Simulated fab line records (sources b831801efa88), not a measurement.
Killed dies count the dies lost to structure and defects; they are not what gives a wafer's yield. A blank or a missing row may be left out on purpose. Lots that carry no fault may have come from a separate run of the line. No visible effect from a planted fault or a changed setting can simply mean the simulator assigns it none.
fab line records    flow sky130
record: lots: 12  wafers: 36  last-day: 50
route steps=708 shown NWELL@76 PWDE@84 VT_ADJUST_LVTN@117
lots untouched by any fault: they come from a run of this same line in which no faults occurred
start-h: hours from the record's opening day to when the first of the lot's shown wafers began    wait-h: time in hours since the lot's previous step    " repeats the value in the row above    L1.1+2: a single row standing in for several wafers    - either no value or no given start    * or withheld: withheld    < > ~ a bound
route shown NAME@n: NAME is a module with steps in the file, n the number in the route of the first one    usual: mean/standard deviation of fault-free wafers    same: alike in all rows    chamber/n: place in a boat    sites: per-site readings    _std_site: their standard deviation    _edge_site: outer sites' mean less inner sites'    radius-mm: for every site, how far away it sits from the centre of the wafer    mask NAME#n: copy n    behind: the tool/chamber that last shaped the wafer    hold: what put the lot on hold/how long, in hours/how the hold closed    device: the transistor (n, p or np) that didn't switch    end of line: at the end of the route, the tests of the same wafers    where a step has no rows: the recipe by itself    killed: at the first sort, the dies lost to defects and structure; wafer yield is something else    map: a wafer's dies, marking killed ones x, the rest . and places with no die _
set.NAME: setting as actually run; set.NAME@STEP: the setting as run at that earlier step    model.NAME: the simulator's own value behind a step, which no gauge read
one table for each step of the route and one row for each wafer, over a sample of lots
services: the hour from which a tool's chamber was out of use, counted from the record's first day as start-h (under 0 if before that day), plus the number of hours and why
== steps ==
step: SKY_NWELL_OVL_MEAS_23
usual: NWELL_01_OVL: 0.7/1.3
lot.wafer  tool        chamber  start-h  wait-h  NWELL_01_OVL[nm]
L410.2     overlay-02  -        100.50   -       1.6
L410.3     "           -        "        "       0.7
L410.6     "           -        "        "       -0.8
L411.2     overlay-02  -        111.79   -       -1.9
L411.3     "           -        "        "       0.1
L411.6     "           -        "        "       -0.4
L414.1     overlay-01  -        129.60   -       3.2
L414.3     "           -        "        "       0.8
L414.5     "           -        "        "       4.1
L415.2     overlay-02  -        136.10   -       -1.0
L415.4     "           -        "        "       -1.0
L415.5     "           -        "        "       1.4
L416.3     overlay-02  -        141.86   -       1.1
L416.4     "           -        "        "       0.6
L416.5     "           -        "        "       -0.2
L419.1     overlay-02  -        158.43   -       2.8
L419.5     "           -        "        "       2.1
L419.6     "           -        "        "       0.2
L421.1     overlay-02  -        170.05   -       1.1
L421.2     "           -        "        "       0.4
L421.4     "           -        "        "       -1.4
L422.3     overlay-01  -        174.90   -       0.7
L422.4     "           -        "        "       1.5
L422.5     "           -        "        "       1.2
L424.3     overlay-01  -        186.05   -       1.4
L424.4     "           -        "        "       -0.3
L424.6     "           -        "        "       1.0
L428.1     overlay-01  -        209.68   -       1.2
L428.3     "           -        "        "       3.5
L428.5     "           -        "        "       1.6
L431.3     overlay-02  -        230.40   -       0.4
L431.4     "           -        "        "       1.2
L431.5     "           -        "        "       -0.5
L433.1     overlay-01  -        254.48   -       3.3
L433.2     "           -        "        "       3.0
L433.4     "           -        "        "       1.4
step: SKY_NWELL_IMPLANT_24
recipe: species: B  energy-kev: 140  dose-cm2: 9.2e+12  tilt-deg: withheld
usual: dose-ions-cm2: 9.202e+12/9.2e+09  faraday-current-uA: 51.9/1
lot.wafer  tool          chamber  start-h  wait-h  dose-ions-cm2  faraday-current-uA
L410.2     implanter-04  0        100.56   0.0     9.204e+12      53.0
L410.3     "             0        "        "       9.202e+12      52.8
L410.6     "             0        "        "       9.204e+12      52.1
L411.2     implanter-01  0        111.85   0.0     9.203e+12      51.8
L411.3     "             0        "        "       9.197e+12      50.3
L411.6     "             0        "        "       9.196e+12      52.5
L414.1     implanter-01  0        129.63   0.0     9.217e+12      53.0
L414.3     "             0        "        "       9.218e+12      50.5
L414.5     "             0        "        "       9.197e+12      50.1
L415.2     implanter-03  0        136.16   0.0     9.202e+12      51.2
L415.4     "             0        "        "       9.221e+12      52.2
L415.5     "             0        "        "       9.197e+12      51.9
L416.3     implanter-04  0        141.93   0.1     9.201e+12      52.8
L416.4     "             0        "        "       9.195e+12      52.3
L416.5     "             0        "        "       9.203e+12      52.6
L419.1     implanter-03  0        158.47   0.0     9.196e+12      52.3
L419.5     "             0        "        "       9.2e+12        51.5
L419.6     "             0        "        "       9.202e+12      52.1
L421.1     implanter-03  0        170.08   0.0     9.222e+12      51.8
L421.2     "             0        "        "       9.199e+12      50.6
L421.4     "             0        "        "       9.201e+12      52.5
L422.3     implanter-01  0        174.97   0.1     9.197e+12      50.5
L422.4     "             0        "        "       9.181e+12      51.4
L422.5     "             0        "        "       9.203e+12      50.6
L424.3     implanter-03  0        186.12   0.1     9.205e+12      50.7
L424.4     "             0        "        "       9.187e+12      51.7
L424.6     "             0        "        "       9.21e+12       52.5
L428.1     implanter-03  0        209.72   0.0     1.0164e+13     58.5
L428.3     "             0        "        "       1.0176e+13     58.7
L428.5     "             0        "        "       1.0187e+13     56.8
L431.3     implanter-03  0        230.47   0.1     1.0178e+13     56.1
L431.4     "             0        "        "       1.0179e+13     59.2
L431.5     "             0        "        "       1.0173e+13     58.2
L433.1     implanter-01  0        254.52   0.0     9.202e+12      48.9
L433.2     "             0        "        "       9.199e+12      52.1
L433.4     "             0        "        "       9.206e+12      50.6
step: SKY_NWELL_TW_MEAS_26
usual: NWELL_2_TW: 493/3.8
lot.wafer  tool           chamber  start-h  wait-h  hold                      NWELL_2_TW
L410.2     film-metro-02  -        100.79   0.1     -                         491
L410.3     "              -        "        "       -                         490
L410.6     "              -        "        "       -                         490
L411.2     film-metro-02  -        112.08   0.1     -                         492
L411.3     "              -        "        "       -                         493
L411.6     "              -        "        "       -                         494
L414.1     film-metro-01  -        129.88   0.1     -                         489
L414.3     "              -        "        "       -                         490
L414.5     "              -        "        "       -                         489
L415.2     film-metro-02  -        136.39   0.1     -                         496
L415.4     "              -        "        "       -                         492
L415.5     "              -        "        "       -                         494
L416.3     film-metro-01  -        142.15   0.1     -                         484
L416.4     "              -        "        "       -                         486
L416.5     "              -        "        "       -                         487
L419.1     film-metro-02  -        158.72   0.1     -                         495
L419.5     "              -        "        "       -                         493
L419.6     "              -        "        "       -                         494
L421.1     film-metro-02  -        170.33   0.1     -                         489
L421.2     "              -        "        "       -                         490
L421.4     "              -        "        "       -                         490
L422.3     film-metro-03  -        175.19   0.1     -                         496
L422.4     "              -        "        "       -                         498
L422.5     "              -        "        "       -                         495
L424.3     film-metro-02  -        186.34   0.1     -                         491
L424.4     "              -        "        "       -                         491
L424.6     "              -        "        "       -                         490
L428.1     film-metro-01  -        209.97   0.1     await-dispo/0.2h/release  517
L428.3     "              -        "        "       await-dispo/0.2h/release  517
L428.5     "              -        "        "       await-dispo/0.2h/release  513
L428.1     film-metro-01  -        210.30   0.3     -                         516
L428.3     "              -        "        "       -                         516
L428.5     "              -        "        "       -                         513
L431.3     film-metro-03  -        230.69   0.1     await-dispo/0.2h/release  506
L431.4     "              -        "        "       await-dispo/0.2h/release  505
L431.5     "              -        "        "       await-dispo/0.2h/release  508
L431.3     film-metro-03  -        230.92   0.2     -                         510
L431.4     "              -        "        "       -                         507
L431.5     "              -        "        "       -                         509
L433.1     film-metro-01  -        254.77   0.1     -                         500
L433.2     "              -        "        "       -                         498
L433.4     "              -        "        "       -                         498
step: SKY_NWELL_RS_MEAS_31
recipe: thk-meas-gauge: four-point-probe
usual: PWDE_RS: 5367/23
lot.wafer  tool           chamber  start-h  wait-h  PWDE_RS[ohm/sq]
L410.2     film-metro-01  -        101.26   0.1     5329
L410.3     "              -        "        "       5332
L410.6     "              -        "        "       5322
L411.2     film-metro-03  -        112.54   0.1     5390
L411.3     "              -        "        "       5363
L411.6     "              -        "        "       5369
L414.1     film-metro-02  -        130.39   0.1     5397
L414.3     "              -        "        "       5377
L414.5     "              -        "        "       5386
L415.2     film-metro-02  -        136.86   0.1     5356
L415.4     "              -        "        "       5386
L415.5     "              -        "        "       5361
L416.3     film-metro-01  -        142.62   0.1     5380
L416.4     "              -        "        "       5359
L416.5     "              -        "        "       5358
L419.1     film-metro-02  -        159.27   0.1     5375
L419.5     "              -        "        "       5395
L419.6     "              -        "        "       5383
L421.1     film-metro-02  -        170.79   0.1     5386
L421.2     "              -        "        "       5376
L421.4     "              -        "        "       5374
L422.3     film-metro-03  -        175.67   0.1     5359
L422.4     "              -        "        "       5353
L422.5     "              -        "        "       5342
L424.3     film-metro-01  -        186.81   0.1     5337
L424.4     "              -        "        "       5344
L424.6     "              -        "        "       5334
L428.1     film-metro-01  -        214.78   0.2     5361
L428.3     "              -        "        "       5347
L428.5     "              -        "        "       5361
L431.3     film-metro-01  -        234.29   0.2     5375
L431.4     "              -        "        "       5374
L431.5     "              -        "        "       5390
L433.1     film-metro-03  -        255.27   0.1     5388
L433.2     "              -        "        "       5366
L433.4     "              -        "        "       5368
step: SKY_VT_ADJUST_LVTN_STRIP_20
recipe: chemistry: O2/N2  power-w: 1400  pressure-mtorr: 1500  platen-temp-c: withheld  o2-flow-sccm: 3000  n2-flow-sccm: 300  overash-fraction: 0.5
usual: drypump-motor-current-A: 5.9/0.4  oes-product-au: 0.716/0.0049  strip-time-to-endpoint-s: 14.17/0.032
lot.wafer  tool             chamber  start-h  wait-h  drypump-motor-current-A  oes-product-au  rf-hours-counter-h  strip-time-to-endpoint-s
L410.2     plasma-asher-02  0        158.37   0.1     5.5                      0.714           4                   14.17
L410.3     "                0        "        "       5.5                      0.723           -                   14.13
L410.6     "                1        "        "       6.0                      0.714           -                   14.11
L411.2     plasma-asher-02  0        171.02   0.1     5.5                      0.719           5                   14.23
L411.3     "                0        "        "       5.5                      0.711           -                   14.20
L411.6     "                1        "        "       5.9                      0.717           -                   14.26
L414.1     plasma-asher-01  1        191.22   0.1     5.6                      0.719           34                  14.12
L414.3     "                1        "        "       5.6                      0.719           -                   14.16
L414.5     "                0        "        "       6.0                      0.722           -                   14.14
L415.2     plasma-asher-01  0        196.87   0.1     6.0                      0.715           35                  14.22
L415.4     "                0        "        "       5.9                      0.726           -                   14.21
L415.5     "                1        "        "       5.6                      0.712           -                   14.15
L416.3     plasma-asher-01  0        204.75   0.1     6.0                      0.719           -                   14.19
L416.4     "                1        "        "       5.6                      0.722           -                   14.16
L416.5     "                0        "        "       6.0                      0.708           -                   14.16
L419.1     plasma-asher-01  1        221.17   0.1     5.6                      0.713           37                  14.18
L419.5     "                1        "        "       5.6                      0.720           -                   14.18
L419.6     "                0        "        "       5.9                      0.719           -                   14.14
L421.1     plasma-asher-02  0        236.17   0.1     5.5                      0.719           11                  14.15
L421.2     "                1        "        "       6.0                      0.718           11                  14.21
L421.4     "                1        "        "       6.0                      0.714           -                   14.19
L422.3     plasma-asher-02  0        241.61   0.1     5.6                      0.716           -                   14.14
L422.4     "                1        "        "       5.9                      0.717           -                   14.14
L422.5     "                1        "        "       5.9                      0.715           -                   14.14
L424.3     plasma-asher-01  1        253.46   0.1     5.7                      0.709           -                   14.20
L424.4     "                0        "        "       6.0                      0.714           -                   14.15
L424.6     "                1        "        "       5.6                      0.722           -                   14.19
L428.1     plasma-asher-04  0        280.53   0.1     5.3                      0.713           59                  14.18
L428.3     "                1        "        "       6.7                      0.713           -                   14.18
L428.5     "                1        "        "       6.7                      0.725           -                   14.18
L431.3     plasma-asher-01  0        303.25   0.1     5.9                      0.714           -                   14.22
L431.4     "                1        "        "       5.6                      0.723           -                   14.19
L431.5     "                1        "        "       5.6                      0.717           -                   14.20
L433.1     plasma-asher-04  1        331.17   0.1     6.7                      0.722           64                  14.16
L433.2     "                0        "        "       5.4                      0.717           64                  14.18
L433.4     "                0        "        "       5.4                      0.717           -                   14.19
== services ==
tool             chamber  start-h  hours  kind
implanter-03     -        83.98    17.1   pm
plasma-asher-02  -        108.75   9.0    pm
plasma-asher-02  0        108.75   9.0    vent-cycle
plasma-asher-02  1        108.75   9.0    vent-cycle
plasma-asher-02  0        117.75   -      clean
plasma-asher-02  1        117.75   -      clean
plasma-asher-02  -        142.49   4.2    repair
implanter-03     -        172.68   4.3    repair
implanter-01     -        191.83   3.4    repair
implanter-04     -        198.81   26.8   pm
implanter-04     -        235.44   1.9    repair
implanter-03     -        237.60   0.5    repair
plasma-asher-04  -        238.54   0.3    repair
plasma-asher-04  -        266.28   10.0   repair
implanter-03     -        299.86   4.8    repair
implanter-01     -        300.40   1.2    repair
implanter-04     -        315.38   0.8    repair
== key ==
first-sign: step: SKY_NWELL_IMPLANT_24  reading: dose-ions-cm2  direction: up  sigmas: 99+  usual: *  struck: *
effect: step: SKY_NWELL_IMPLANT_24  reading: faraday-current-uA  direction: up  sigmas: 6  usual: 51.9  struck: 57.9
effect: step: SKY_NWELL_TW_MEAS_26  reading: visit  direction: added
met-at SKY_NWELL_IMPLANT_24
struck-lots L428,L431
tester-left-out L428,L431
not-acting-at SKY_NWELL_OVL_MEAS_23,SKY_NWELL_RS_MEAS_31,SKY_VT_ADJUST_LVTN_STRIP_20
onset-between 186.12 209.72
fault: kind: process-parameter-drift  tool: implanter-03  chamber: -  onset-h: 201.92  steps: SKY_NWELL_IMPLANT_24  channel: dose-cm2  offset: *  shape: step  end-h: 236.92  acts-in: *  stated: *
tester-left-out: of these lots the tester's yield and bins aren't shown, on N5 and GAA mostly nor the transistor test; their killed dies are dies lost to structure and defects alone, not to doping, threshold or leakage, so they don't give the yield
